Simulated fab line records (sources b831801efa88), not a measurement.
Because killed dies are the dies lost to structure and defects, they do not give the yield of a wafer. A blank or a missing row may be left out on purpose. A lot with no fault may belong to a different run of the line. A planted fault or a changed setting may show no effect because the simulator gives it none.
Chamber matching / flow sky130 / rie_diel-03 running SKY_LI_CONTACT_ETCH_15: 4 sister chambers
The step etches PSG in C4F8/O2/Ar, stops on Si, target depth 600 nm. 4 wafers are shown with their chamber, then 9 later ones without.

## WAFERS PAIRED WITH THEIR CHAMBERS
wafer=L090.6; chamber=0; oes_product_au (a.u.)=0.838
wafer=L093.2; chamber=2; oes_product_au (a.u.)=0.837
wafer=L093.3; chamber=1; oes_product_au (a.u.)=0.849
wafer=L093.5; chamber=3; oes_product_au (a.u.)=0.844

## WAFERS WHOSE CHAMBER IS MISSING
wafer=L094.3; oes_product_au (a.u.)=0.838
wafer=L094.5; oes_product_au (a.u.)=0.827
wafer=L094.6; oes_product_au (a.u.)=0.835
wafer=L096.1; oes_product_au (a.u.)=0.835
wafer=L096.3; oes_product_au (a.u.)=0.832
wafer=L096.5; oes_product_au (a.u.)=0.839
wafer=L097.2; oes_product_au (a.u.)=0.832
wafer=L097.3; oes_product_au (a.u.)=0.840
wafer=L097.5; oes_product_au (a.u.)=0.841

## WHICH CHAMBER EACH WENT THROUGH
wafer=L094.3; from the rows above=can't be placed: 0 or 2 or 3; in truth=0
wafer=L094.5; from the rows above=can't be placed: 2 or 0 or 3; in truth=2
wafer=L094.6; from the rows above=can't be placed: 2 or 0 or 3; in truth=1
wafer=L096.1; from the rows above=can't be placed: 2 or 0 or 3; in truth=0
wafer=L096.3; from the rows above=can't be placed: 2 or 0 or 3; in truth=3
wafer=L096.5; from the rows above=can't be placed: 0 or 2 or 3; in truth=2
wafer=L097.2; from the rows above=can't be placed: 2 or 0 or 3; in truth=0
wafer=L097.3; from the rows above=can't be placed: 0 or 2 or 3 or 1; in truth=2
wafer=L097.5; from the rows above=can't be placed: 0 or 3 or 2 or 1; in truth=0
Correct placement for 0 of the 9. From these rows, 9 cannot be placed; in 8 the true chamber is one of the candidates. Number placed wrongly: 0.
How it was worked out, from the rows above alone: a wafer's distance from a chamber is the root of the sum, over the readings, of the square of ((its reading less the chamber's mean) divided by the reading's scatter). If the next closest chamber is less than 2 further off than the closest, the wafer can't be placed; otherwise it belongs to the closest. The mean given for a chamber averages the wafers shown for that chamber. The scatter: root of mean squared gap, hidden wafer to nearest shown wafer, with one shown wafer a chamber.
